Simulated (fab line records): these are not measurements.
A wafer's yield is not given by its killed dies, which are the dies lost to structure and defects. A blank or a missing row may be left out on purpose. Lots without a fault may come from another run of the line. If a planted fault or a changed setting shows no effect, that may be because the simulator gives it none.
fab line records	flow gf180mcu
record: lots: 5	wafers: 23
route steps=602 shown HV_LDD@197 NSD@245 SAB@268 SALICIDE@281 CONTACT@287 M1@315 V1@339
start_h: hours from the record's first day to the start of the lot's first wafer shown	wait_h: how many hours have passed since the lot's step before this one	" same as the row above	L1.1+2: a single row standing in for several wafers	- no value, or no start given	* or withheld: withheld	< > ~ a bound
route shown NAME@n: names a module that has steps shown in the file, with the first one's number in the route	usual: mean/standard deviation taken from wafers without a fault	same: alike in all rows	chamber/n: place in a boat	sites: each site's reading	_std_site: how widely they spread, as a standard deviation	_edge_site: mean of outer sites minus mean of inner sites	radius_mm: for every site, how far away it sits from the centre of the wafer	mask NAME#n: copy n	behind: the most recent tool/chamber to have shaped the wafer	hold: why the lot was held/for how many hours/how that ended	device: the n, p or np transistor that did not switch	end of line: tests of these same wafers at the route's end	a step given without rows: its recipe and nothing more	killed: at the first sort, the dies lost to defects and structure; wafer yield is something else	map: shows each die of a wafer: x if killed, . if not, _ if none is there
set.NAME: the setting the step ran with; set.NAME@STEP: the setting that earlier step ran with	model.NAME: the simulator's own value behind a step, which no gauge read
lots where settings were altered on purpose, with a table for each step and a row for each wafer
== steps ==
step: GF_HV_LDD_IMPLANT_21
recipe: species: BF2	energy_kev: 25	dose_cm2: 5e+13	tilt_deg: 7
lot.wafer	tool	chamber	start_h	wait_h	set.dose_cm2
L080.1+5+6	implanter-04	0	284.28	0.0	4.106e+13
L080.2+3	"	0	"	"	5e+13
L082.1+3+4+5+6	implanter-04	0	302.88	0.0	5e+13
L083.2+3+4+5+6	implanter-04	0	306.04	0.0	5e+13
L084.3+4+6	implanter-02	0	312.63	0.1	5e+13
L085.2+3	implanter-01	0	319.21	0.0	5.49e+13
L085.4+5+6	"	0	"	"	5e+13
step: GF_HV_LDD_STRIP_22
recipe: chemistry: O2/N2	power_w: 1400	pressure_mtorr: 1500	platen_temp_c: 250	o2_flow_sccm: 2936	n2_flow_sccm: 300	overash_fraction: 0.5
step: GF_HV_LDD_TW_MEAS_23
usual: HV_LDD_2_TW: 1058/15
lot.wafer	tool	chamber	start_h	wait_h	set.dose_cm2@HV_LDD_IMPLANT_21	HV_LDD_2_TW
L080.1	film_metro-03	-	284.53	0.1	4.106e+13	997
L080.2	"	-	"	"	5e+13	1068
L080.3	"	-	"	"	5e+13	1064
L080.5	"	-	"	"	4.106e+13	1002
L080.6	"	-	"	"	4.106e+13	997
L082.1	film_metro-03	-	303.13	0.1	5e+13	1064
L082.3	"	-	"	"	5e+13	1068
L082.4	"	-	"	"	5e+13	1065
L082.5	"	-	"	"	5e+13	1061
L082.6	"	-	"	"	5e+13	1067
L083.2	film_metro-03	-	306.28	0.1	5e+13	1072
L083.3	"	-	"	"	5e+13	1070
L083.4	"	-	"	"	5e+13	1065
L083.5	"	-	"	"	5e+13	1074
L083.6	"	-	"	"	5e+13	1065
L084.3	film_metro-01	-	312.85	0.1	5e+13	1033
L084.4	"	-	"	"	5e+13	1028
L084.6	"	-	"	"	5e+13	1036
L085.2	film_metro-04	-	319.44	0.1	5.49e+13	1099
L085.3	"	-	"	"	5.49e+13	1098
L085.4	"	-	"	"	5e+13	1069
L085.5	"	-	"	"	5e+13	1068
L085.6	"	-	"	"	5e+13	1065
step: GF_HV_LDD_IMPLANT_48
recipe: species: B	energy_kev: 25	dose_cm2: 3e+13	tilt_deg: 7
lot.wafer	tool	chamber	start_h	wait_h	set.dose_cm2
L080.1+2+6	implanter-04	0	326.82	0.0	3e+13
L080.3+5	"	0	"	"	2.832e+13
L082.1+3+4+5+6	implanter-01	0	347.33	0.0	3e+13
L083.2+4	implanter-01	0	349.81	0.0	3e+13
L083.3+5+6	"	0	"	"	3.202e+13
L084.3+4+6	implanter-02	0	358.18	0.1	3e+13
L085.2+3+4+5+6	implanter-04	0	365.41	0.0	3e+13
step: GF_HV_LDD_STRIP_49
recipe: chemistry: O2/N2	power_w: 1400	pressure_mtorr: 1500	platen_temp_c: 250	o2_flow_sccm: 3000	n2_flow_sccm: 300	overash_fraction: 0.5
step: GF_HV_LDD_TW_MEAS_50
usual: HV_LDD_4_TW: 576/5.8
lot.wafer	tool	chamber	start_h	wait_h	set.dose_cm2@HV_LDD_IMPLANT_48	HV_LDD_4_TW
L080.1	film_metro-04	-	327.07	0.1	3e+13	573
L080.2	"	-	"	"	3e+13	577
L080.3	"	-	"	"	2.832e+13	567
L080.5	"	-	"	"	2.832e+13	567
L080.6	"	-	"	"	3e+13	574
L082.1	film_metro-04	-	347.58	0.1	3e+13	578
L082.3	"	-	"	"	3e+13	575
L082.4	"	-	"	"	3e+13	574
L082.5	"	-	"	"	3e+13	575
L082.6	"	-	"	"	3e+13	579
L083.2	film_metro-04	-	350.04	0.1	3e+13	574
L083.3	"	-	"	"	3.202e+13	586
L083.4	"	-	"	"	3e+13	576
L083.5	"	-	"	"	3.202e+13	588
L083.6	"	-	"	"	3.202e+13	587
L084.3	film_metro-03	-	358.40	0.1	3e+13	578
L084.4	"	-	"	"	3e+13	580
L084.6	"	-	"	"	3e+13	577
L085.2	film_metro-04	-	365.64	0.1	3e+13	577
L085.3	"	-	"	"	3e+13	577
L085.4	"	-	"	"	3e+13	577
L085.5	"	-	"	"	3e+13	577
L085.6	"	-	"	"	3e+13	576
step: GF_HV_LDD_CLEAN_51
recipe: chemistry: SC1/SC2	mix: 1:4:20	temp_c: 70	time_s: 150	dry: n2_spin
step: GF_HV_LDD_RTA_52
recipe: temp_c: 1000	time_s: 10	ambient: N2
step: GF_HV_LDD_RS_MEAS_53
recipe: thk_meas_gauge: four-point-probe
usual: HV_LDD_RS: 418.3/0.96
lot.wafer	tool	chamber	start_h	wait_h	set.dose_cm2@HV_LDD_IMPLANT_09	HV_LDD_RS[ohm/sq]
L080.1	film_metro-01	-	327.24	0.1	1.158e+14	-
L080.2	"	-	"	"	1e+14	-
L080.3	"	-	"	"	1e+14	418.2
L080.5	"	-	"	"	1.158e+14	391.7
L080.6	"	-	"	"	1e+14	419.1
L082.1	film_metro-01	-	347.79	0.1	8.688e+13	-
L082.3	"	-	"	"	1e+14	418.6
L082.4	"	-	"	"	1e+14	-
L082.5	"	-	"	"	8.688e+13	-
L082.6	"	-	"	"	8.688e+13	444.4
L083.2	film_metro-03	-	350.23	0.1	1.1e+14	400.3
L083.3	"	-	"	"	1.1e+14	-
L083.4	"	-	"	"	1e+14	-
L083.5	"	-	"	"	1.1e+14	400.9
L083.6	"	-	"	"	1e+14	-
L084.3	film_metro-04	-	358.66	0.1	1e+14	419.4
L084.4	"	-	"	"	1e+14	418.4
L084.6	"	-	"	"	1e+14	418.0
L085.2	film_metro-03	-	365.83	0.1	1e+14	420.1
L085.3	"	-	"	"	1.066e+14	-
L085.4	"	-	"	"	1.066e+14	406.2
L085.5	"	-	"	"	1e+14	-
L085.6	"	-	"	"	1.066e+14	405.2
step: GF_HV_LDD_CVD_56
recipe: material: Si3N4	precursor: DCS/NH3	target_thk_nm: 90	temp_c: 770	time_s: 1543	pressure_mtorr: 250
lot.wafer	tool	chamber	start_h	wait_h	set.time_s
L080.1+2+3+5+6	-	-	-	0.1	1543
L082.1+3+4+5+6	-	-	-	0.1	1647
L083.2+3+4+5+6	-	-	-	0.0	1352
L084.3+4+6	lpcvd-02	0	359.82	0.0	1543
L085.2+3+4+5+6	-	-	-	0.0	1371
step: GF_HV_LDD_ETCHBACK_58
recipe: chemistry: CH3F/O2	target: Si3N4	stop_on: SiO2	source_w: 400	bias_w: 80	pressure_mtorr: 25	ch3f_flow_sccm: 40	O2_flow_sccm: 30	time_s: 100	target_depth_a: 900
usual: oes_product_au: 0.841/0.0053
lot.wafer	tool	chamber	start_h	wait_h	set.time_s@HV_LDD_CVD_56	oes_product_au
L080.1	rie_diel-01	0	329.93	0.1	1543	0.850
L080.2	"	2	"	"	1543	0.847
L080.3	"	1	"	"	1543	0.841
L080.5	"	0	"	"	1543	0.840
L080.6	"	2	"	"	1543	0.844
L082.1	rie_diel-04	3	351.19	0.1	1647	0.867
L082.3	"	0	"	"	1647	0.873
L082.4	"	0	"	"	1647	0.867
L082.5	"	3	"	"	1647	0.877
L082.6	"	2	"	"	1647	0.882
L083.2	rie_diel-04	0	353.48	0.0	1352	0.788
L083.3	"	2	"	"	1352	0.784
L083.4	"	3	"	"	1352	0.797
L083.5	"	2	"	"	1352	0.786
L083.6	"	0	"	"	1352	0.786
L084.3	rie_diel-04	0	361.31	0.0	1543	0.841
L084.4	"	0	"	"	1543	0.846
L084.6	"	2	"	"	1543	0.841
L085.2	rie_diel-02	2	368.75	0.0	1371	0.783
L085.3	"	3	"	"	1371	0.784
L085.4	"	1	"	"	1371	0.789
L085.5	"	3	"	"	1371	0.788
L085.6	"	0	"	"	1371	0.789
step: GF_NSD_IMPLANT_10
recipe: species: P	energy_kev: 40	dose_cm2: 5e+14	tilt_deg: 7
lot.wafer	tool	chamber	start_h	wait_h	set.dose_cm2
L080.1+6	implanter-03	0	352.23	0.1	5.652e+14
L080.2+3+5	"	0	"	"	5e+14
L082.1+5	implanter-03	0	374.38	0.1	5e+14
L082.3+4+6	"	0	"	"	5.851e+14
L083.2+4+6	implanter-01	0	376.66	0.1	4.575e+14
L083.3+5	"	0	"	"	5e+14
L084.3+4+6	implanter-04	0	384.78	0.1	5e+14
L085.2+3+5	implanter-04	0	392.41	0.1	5e+14
L085.4+6	"	0	"	"	4.212e+14
step: GF_NSD_STRIP_11
recipe: chemistry: O2/N2	power_w: 1400	pressure_mtorr: 1500	platen_temp_c: 250	o2_flow_sccm: 3000	n2_flow_sccm: 300	overash_fraction: 0.5
usual: strip_time_to_endpoint_s: 22.97/0.031
lot.wafer	tool	chamber	start_h	wait_h	set.dose_cm2@NSD_IMPLANT_10	strip_time_to_endpoint_s
L080.1	plasma_asher-01	1	352.38	0.1	5.652e+14	22.99
L080.2	"	0	"	"	5e+14	22.96
L080.3	"	1	"	"	5e+14	22.94
L080.5	"	0	"	"	5e+14	22.93
L080.6	"	1	"	"	5.652e+14	22.96
L082.1	plasma_asher-01	0	374.53	0.1	5e+14	22.98
L082.3	"	0	"	"	5.851e+14	23.05
L082.4	"	1	"	"	5.851e+14	23.06
L082.5	"	0	"	"	5e+14	22.97
L082.6	"	1	"	"	5.851e+14	23.08
L083.2	plasma_asher-01	0	376.78	0.1	4.575e+14	22.93
L083.3	"	1	"	"	5e+14	22.95
L083.4	"	0	"	"	4.575e+14	22.90
L083.5	"	1	"	"	5e+14	22.95
L083.6	"	0	"	"	4.575e+14	22.89
L084.3	plasma_asher-03	0	384.92	0.1	5e+14	22.95
L084.4	"	1	"	"	5e+14	22.95
L084.6	"	1	"	"	5e+14	22.98
L085.2	plasma_asher-01	0	392.53	0.1	5e+14	22.93
L085.3	"	1	"	"	5e+14	22.97
L085.4	"	0	"	"	4.212e+14	22.90
L085.5	"	1	"	"	5e+14	22.99
L085.6	"	0	"	"	4.212e+14	22.88
step: GF_SAB_COAT_04
recipe: resist: NOVOLAK	spin_rpm: 3000	resist_thk_nm: 1000
lot.wafer	tool	chamber	start_h	wait_h	set.spin_rpm	model.NOVOLAK_of_SAB_COAT_04.thk_nm
L080.1	litho_track-01	0	387.28	0.1	3087	987.9
L080.2	"	0	"	"	3087	987.4
L080.3	"	0	"	"	3087	986.3
L080.5	"	0	"	"	3000	1001
L080.6	"	0	"	"	3000	1005
L082.1	litho_track-01	0	411.13	0.1	2810	1036
L082.3	"	0	"	"	2810	1034
L082.4+5	"	0	"	"	3000	1002
L082.6	"	0	"	"	3000	1001
L083.2	litho_track-04	0	414.34	0.1	3000	1001
L083.3	"	0	"	"	2794	1036
L083.4	"	0	"	"	2794	1038
L083.5	"	0	"	"	2794	1032
L083.6	"	0	"	"	3000	999.8
L084.3	litho_track-01	0	421.88	0.1	3000	1004
L084.4	"	0	"	"	3000	1003
L084.6	"	0	"	"	3000	1002
L085.2	litho_track-04	0	430.09	0.1	2916	1013
L085.3	"	0	"	"	3000	1001
L085.4	"	0	"	"	2916	1014
L085.5	"	0	"	"	3000	998.5
L085.6	"	0	"	"	3000	998.4
step: GF_SAB_SOFTBAKE_05
recipe: temp_c: 90	time_s: 60	resist: NOVOLAK
step: GF_SAB_EXPOSE_06
recipe: mask_id: SAB	target_cd_nm: 420	na: 0.6	source_shape: conventional	sigma_outer: 0.6	dose_mj: 140
step: GF_SAB_ETCH_11
recipe: chemistry: C4F8/O2/Ar	mask_material: NOVOLAK	target: SiO2	target_depth_nm: 55	source_w: 1500	bias_w: 1200	pressure_mtorr: 40	c4f8_flow_sccm: withheld	O2_flow_sccm: 6	Ar_flow_sccm: 300	time_s: 8.5
step: GF_SAB_WET_ETCH_12
recipe: chemistry: dHF	target_depth_nm: 22	dry: n2_spin	target: SiO2	temp_c: 25	dilution: 100:1	time_s: 440
step: GF_SAB_STRIP_13
recipe: chemistry: O2/N2	power_w: 1400	pressure_mtorr: 1500	platen_temp_c: 250	o2_flow_sccm: 3000	n2_flow_sccm: 300	overash_fraction: 0.5
usual: strip_time_to_endpoint_s: 12.63/0.031
lot.wafer	tool	chamber	start_h	wait_h	set.spin_rpm@SAB_COAT_04	strip_time_to_endpoint_s
L080.1	plasma_asher-03	1	400.22	0.0	3087	12.47
L080.2	"	0	"	"	3087	12.47
L080.3	"	1	"	"	3087	12.44
L080.5	"	0	"	"	3000	12.63
L080.6	"	1	"	"	3000	12.67
L082.1	plasma_asher-03	1	423.92	0.0	2810	12.96
L082.3	"	0	"	"	2810	12.94
L082.4	"	1	"	"	3000	12.62
L082.5	"	1	"	"	3000	12.66
L082.6	"	0	"	"	3000	12.61
L083.2	plasma_asher-04	0	427.23	0.0	3000	12.62
L083.3	"	1	"	"	2794	12.97
L083.4	"	0	"	"	2794	13.00
L083.5	"	0	"	"	2794	12.92
L083.6	"	1	"	"	3000	12.60
L084.3	plasma_asher-04	1	434.87	0.0	3000	12.64
L084.4	"	0	"	"	3000	12.65
L084.6	"	0	"	"	3000	12.62
L085.2	plasma_asher-01	1	442.92	0.0	2916	12.78
L085.3	"	0	"	"	3000	12.64
L085.4	"	1	"	"	2916	12.77
L085.5	"	0	"	"	3000	12.59
L085.6	"	1	"	"	3000	12.59
step: GF_SALICIDE_SPUTTER_03
recipe: material: TiN	target_thk_nm: 20	power_w: 6500	time_s: 16.7	chamber_pressure_pa: 0.4
lot.wafer	tool	chamber	start_h	wait_h	set.power_w	model.TiN_of_SALICIDE_SPUTTER_03.thk_nm
L080.1	pvd_sputter-04	-	400.43	0.0	6500	20.07
L080.2	"	-	"	"	5982	18.43
L080.3	"	-	"	"	6500	19.89
L080.5	"	-	"	"	5982	18.34
L080.6	"	-	"	"	5982	18.38
L082.1	pvd_sputter-02	-	424.13	0.0	6500	19.91
L082.3	"	-	"	"	6500	19.99
L082.4	"	-	"	"	6500	19.88
L082.5	"	-	"	"	6500	19.89
L082.6	"	-	"	"	6500	19.9
L083.2	pvd_sputter-04	-	427.44	0.0	6500	20.1
L083.3	"	-	"	"	6500	19.94
L083.4	"	-	"	"	6818	21.11
L083.5	"	-	"	"	6818	21.18
L083.6	"	-	"	"	6500	20.04
L084.3	pvd_sputter-02	-	435.05	0.0	6500	19.87
L084.4	"	-	"	"	6500	19.9
L084.6	"	-	"	"	6500	19.88
L085.2	pvd_sputter-03	-	443.13	0.0	6065	18.27
L085.3	"	-	"	"	6500	19.78
L085.4	"	-	"	"	6065	18.36
L085.5	"	-	"	"	6065	18.64
L085.6	"	-	"	"	6500	19.42
step: GF_SALICIDE_THK_MEAS_05
recipe: thk_meas_gauge: xrf	reads: TiN_of_SALICIDE_SPUTTER_03
usual: SALICIDE_TIN_THK: 19.78/0.21
lot.wafer	tool	chamber	start_h	wait_h	set.power_w@SALICIDE_SPUTTER_03	SALICIDE_TIN_THK[nm]
L080.1	film_metro-02	-	400.58	0.1	6500	19.94
L080.2	"	-	"	"	5982	18.25
L080.3	"	-	"	"	6500	19.63
L080.5	"	-	"	"	5982	18.19
L080.6	"	-	"	"	5982	18.14
L082.1	film_metro-02	-	424.28	0.1	6500	19.79
L082.3	"	-	"	"	6500	19.73
L082.4	"	-	"	"	6500	19.70
L082.5	"	-	"	"	6500	19.67
L082.6	"	-	"	"	6500	19.68
L083.2	film_metro-03	-	427.60	0.1	6500	20.21
L083.3	"	-	"	"	6500	19.93
L083.4	"	-	"	"	6818	21.13
L083.5	"	-	"	"	6818	21.16
L083.6	"	-	"	"	6500	20.09
L084.3	film_metro-02	-	435.21	0.1	6500	19.70
L084.4	"	-	"	"	6500	19.80
L084.6	"	-	"	"	6500	19.75
L085.2	film_metro-02	-	443.29	0.1	6065	18.08
L085.3	"	-	"	"	6500	19.61
L085.4	"	-	"	"	6065	18.19
L085.5	"	-	"	"	6065	18.57
L085.6	"	-	"	"	6500	19.39
step: GF_CONTACT_CVD_00
recipe: material: SiO2	target_thk_nm: 300	sigma_open_frac: 0.3	temp_c: 400	time_s: 50	sih4_flow_sccm: 60	pressure_mtorr: 6
lot.wafer	tool	chamber	start_h	wait_h	set.sih4_flow_sccm	model.SiO2_of_CONTACT_CVD_00.thk_nm
L080.1	hdpcvd-01	1	400.93	0.1	63.16	315.7
L080.2	"	0	"	"	63.16	319.7
L080.3	"	0	"	"	60	300.9
L080.5	"	1	"	"	60	297.9
L080.6	"	0	"	"	63.16	317.3
L082.1	hdpcvd-01	2	424.63	0.1	60	299.6
L082.3	"	0	"	"	63.34	322
L082.4	"	0	"	"	63.34	321.7
L082.5	"	1	"	"	60	299.2
L082.6	"	2	"	"	60	297.2
L083.2	hdpcvd-02	0	427.94	0.1	54.53	270
L083.3	"	2	"	"	54.53	270.4
L083.4	"	2	"	"	60	296.4
L083.5	"	0	"	"	54.53	271.9
L083.6	"	1	"	"	60	293.4
L084.3	hdpcvd-02	2	435.55	0.1	60	300.2
L084.4	"	0	"	"	60	301.1
L084.6	"	2	"	"	60	298
L085.2	hdpcvd-01	2	443.63	0.1	68.92	337.5
L085.3	"	0	"	"	68.92	344.1
L085.4	"	1	"	"	60	291.5
L085.5	"	2	"	"	60	291.6
L085.6	"	0	"	"	68.92	343.4
step: GF_CONTACT_THK_MEAS_01
recipe: reads: SiO2_of_CONTACT_CVD_00
usual: CONTACT_CVD_00_THK: 299/3.1
lot.wafer	tool	chamber	start_h	wait_h	set.sih4_flow_sccm@CONTACT_CVD_00	CONTACT_CVD_00_THK[nm]
L080.1	film_metro-01	-	401.00	0.0	63.16	316
L080.2	"	-	"	"	63.16	320
L080.3	"	-	"	"	60	301
L080.5	"	-	"	"	60	298
L080.6	"	-	"	"	63.16	317
L082.1	film_metro-03	-	424.67	0.0	60	300
L082.3	"	-	"	"	63.34	322
L082.4	"	-	"	"	63.34	322
L082.5	"	-	"	"	60	299
L082.6	"	-	"	"	60	297
L083.2	film_metro-03	-	428.00	0.0	54.53	270
L083.3	"	-	"	"	54.53	270
L083.4	"	-	"	"	60	296
L083.5	"	-	"	"	54.53	272
L083.6	"	-	"	"	60	294
L084.3	film_metro-01	-	435.61	0.0	60	300
L084.4	"	-	"	"	60	301
L084.6	"	-	"	"	60	298
L085.2	film_metro-01	-	443.69	0.0	68.92	337
L085.3	"	-	"	"	68.92	344
L085.4	"	-	"	"	60	292
L085.5	"	-	"	"	60	292
L085.6	"	-	"	"	68.92	343
step: GF_M1_SPUTTER_00
recipe: material: Ti	target_thk_nm: 37.5	arriving_ion_energy_ev: 80	substrate_temp_c: 200	chamber_pressure_pa: 2	power_w: 4000	time_s: 150
lot.wafer	tool	chamber	start_h	wait_h	set.chamber_pressure_pa	model.Ti_of_M1_SPUTTER_00.thk_nm
L080.1	pvd_sputter-03	-	427.97	0.2	2.267	34.26
L080.2	"	-	"	"	2.267	34.62
L080.3	"	-	"	"	2.267	34.99
L080.5	"	-	"	"	2.267	35.42
L080.6	"	-	"	"	2.267	34.83
L082.1	pvd_sputter-03	-	450.63	0.2	2.14	35.94
L082.3	"	-	"	"	2.14	35.31
L082.4	"	-	"	"	2.14	35.93
L082.5	"	-	"	"	2.14	36.23
L082.6	"	-	"	"	2.14	36.32
L083.2	pvd_sputter-03	-	453.76	0.1	2.21	35.6
L083.3	"	-	"	"	2.21	35.7
L083.4	"	-	"	"	2.21	35.89
L083.5	"	-	"	"	2.21	35.82
L083.6	"	-	"	"	2.21	35.79
L084.3	pvd_sputter-03	-	461.47	0.1	2	37.21
L084.4	"	-	"	"	2	37.59
L084.6	"	-	"	"	2	37.31
L085.2	pvd_sputter-01	-	469.59	0.2	2.223	35.04
L085.3	"	-	"	"	2.223	34.43
L085.4	"	-	"	"	2.223	34.75
L085.5	"	-	"	"	2.223	34.12
L085.6	"	-	"	"	2.223	34.84
step: GF_M1_SPUTTER_03
recipe: material: Ti	target_thk_nm: 10	substrate_temp_c: 300	chamber_pressure_pa: 0.3	power_w: 3000	time_s: 6.7
lot.wafer	tool	chamber	start_h	wait_h	set.time_s	model.Ti_of_M1_SPUTTER_03.thk_nm
L080.1	pvd_sputter-03	-	428.13	0.0	7.412	11.08
L080.2	"	-	"	"	7.412	11.03
L080.3	"	-	"	"	6.7	9.963
L080.5	"	-	"	"	7.412	11.02
L080.6	"	-	"	"	6.7	10.09
L082.1	pvd_sputter-03	-	450.79	0.0	6.7	10.27
L082.3+6	"	-	"	"	6.7	10.15
L082.4	"	-	"	"	6.7	9.99
L082.5	"	-	"	"	6.7	10.1
L083.2	pvd_sputter-03	-	453.92	0.0	7.11	10.47
L083.3	"	-	"	"	6.7	9.751
L083.4	"	-	"	"	6.7	10.09
L083.5	"	-	"	"	7.11	10.6
L083.6	"	-	"	"	6.7	9.833
L084.3	pvd_sputter-03	-	461.63	0.0	6.7	9.873
L084.4	"	-	"	"	6.7	10.1
L084.6	"	-	"	"	6.7	9.95
L085.2	pvd_sputter-01	-	469.75	0.0	6.7	10.03
L085.3	"	-	"	"	7.007	10.36
L085.4	"	-	"	"	7.007	10.77
L085.5	"	-	"	"	6.7	10.17
L085.6	"	-	"	"	6.7	9.967
step: GF_V1_CMP_04
recipe: material: SiO2	down_force_psi: 4	platen_rpm: 60	pad_velocity_m_s: 0.94248
lot.wafer	tool	chamber	start_h	wait_h	set.leave_above_ref_nm	model.SiO2_of_V1_CVD_02.thk_nm
L080.2+3	cmp-02	0,2	453.13	0.0	632.5	633.2
L080.1	"	1	"	"	632.5	633
L080.5	"	0	"	"	666.8	666.9
L080.6	"	1	"	"	666.8	667.8
L082.3	cmp-01	3	476.72	0.0	656.1	657.1
L082.4	"	0	"	"	632.5	632.6
L082.1	"	2	"	"	632.5	631.8
L082.6	"	3	"	"	656.1	658.2
L082.5	"	0	"	"	632.5	632.9
L083.4	cmp-01	3	478.77	0.0	632.5	633.8
L083.3	"	0	"	"	616.4	617
L083.2	"	1	"	"	632.5	633.1
L083.5	"	3	"	"	632.5	634.7
L083.6	"	0	"	"	616.4	616.2
L084.3	cmp-01	2	486.10	0.1	632.5	631.7
L084.4	"	3	"	"	632.5	633.8
L084.6	"	0	"	"	632.5	631.9
L085.3	cmp-01	2	494.60	0.0	632.5	631.5
L085.4	"	3	"	"	632.5	633.6
L085.2	"	1	"	"	632.5	633.2
L085.6	"	2	"	"	632.5	632.7
L085.5	"	3	"	"	632.5	635.2
== key ==
split: step: GF_HV_LDD_IMPLANT_21	setting: dose_cm2	stated: 5e+13	by: wafer
response: step: GF_HV_LDD_TW_MEAS_23	reading: HV_LDD_2_TW	change: +3.64	per: 1%	r: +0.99
split: step: GF_HV_LDD_IMPLANT_48	setting: dose_cm2	stated: 3e+13	by: wafer
response: step: GF_HV_LDD_TW_MEAS_50	reading: HV_LDD_4_TW	change: +1.65	per: 1%	r: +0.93
split: step: GF_HV_LDD_CVD_56	setting: time_s	stated: 1543	by: lot
response: step: GF_HV_LDD_ETCHBACK_58	reading: oes_product_au	change: +0.00468	per: 1%	r: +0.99
split: step: GF_NSD_IMPLANT_10	setting: dose_cm2	stated: 5e+14	by: wafer
response: step: GF_NSD_STRIP_11	reading: strip_time_to_endpoint_s	change: *	per: 1%	r: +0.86
split: step: GF_SAB_COAT_04	setting: spin_rpm	stated: 3000	by: wafer
response: step: GF_SAB_COAT_04	reading: model.NOVOLAK_of_SAB_COAT_04.thk_nm	change: -5.18	per: 1%	r: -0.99
response: step: GF_SAB_STRIP_13	reading: strip_time_to_endpoint_s	change: *	per: 1%	r: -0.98
split: step: GF_SALICIDE_SPUTTER_03	setting: power_w	stated: 6500	by: wafer
response: step: GF_SALICIDE_SPUTTER_03	reading: model.TiN_of_SALICIDE_SPUTTER_03.thk_nm	change: +0.197	per: 1%	r: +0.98
response: step: GF_SALICIDE_THK_MEAS_05	reading: SALICIDE_TIN_THK	change: +0.197	per: 1%	r: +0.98
split: step: GF_CONTACT_CVD_00	setting: sih4_flow_sccm	stated: 60	by: wafer
response: step: GF_CONTACT_CVD_00	reading: model.SiO2_of_CONTACT_CVD_00.thk_nm	change: +3.28	per: 1%	r: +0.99
response: step: GF_CONTACT_THK_MEAS_01	reading: CONTACT_CVD_00_THK	change: +3.28	per: 1%	r: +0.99
split: step: GF_M1_SPUTTER_00	setting: chamber_pressure_pa	stated: 2	by: lot
response: step: GF_M1_SPUTTER_00	reading: model.Ti_of_M1_SPUTTER_00.thk_nm	change: -0.197	per: 1%	r: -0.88
split: step: GF_M1_SPUTTER_03	setting: time_s	stated: 6.7	by: wafer
response: step: GF_M1_SPUTTER_03	reading: model.Ti_of_M1_SPUTTER_03.thk_nm	change: +0.0998	per: 1%	r: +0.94
split: step: GF_V1_CMP_04	setting: leave_above_ref_nm	stated: 632.5	by: wafer
response: step: GF_V1_CMP_04	reading: model.SiO2_of_V1_CVD_02.thk_nm	change: +6.5	per: 1%	r: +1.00
split outside_this_file step=GF_HV_LDD_IMPLANT_09 setting=dose_cm2
split outside_this_file: this setting was split too, and the file shows its column; the key of that split is in another file
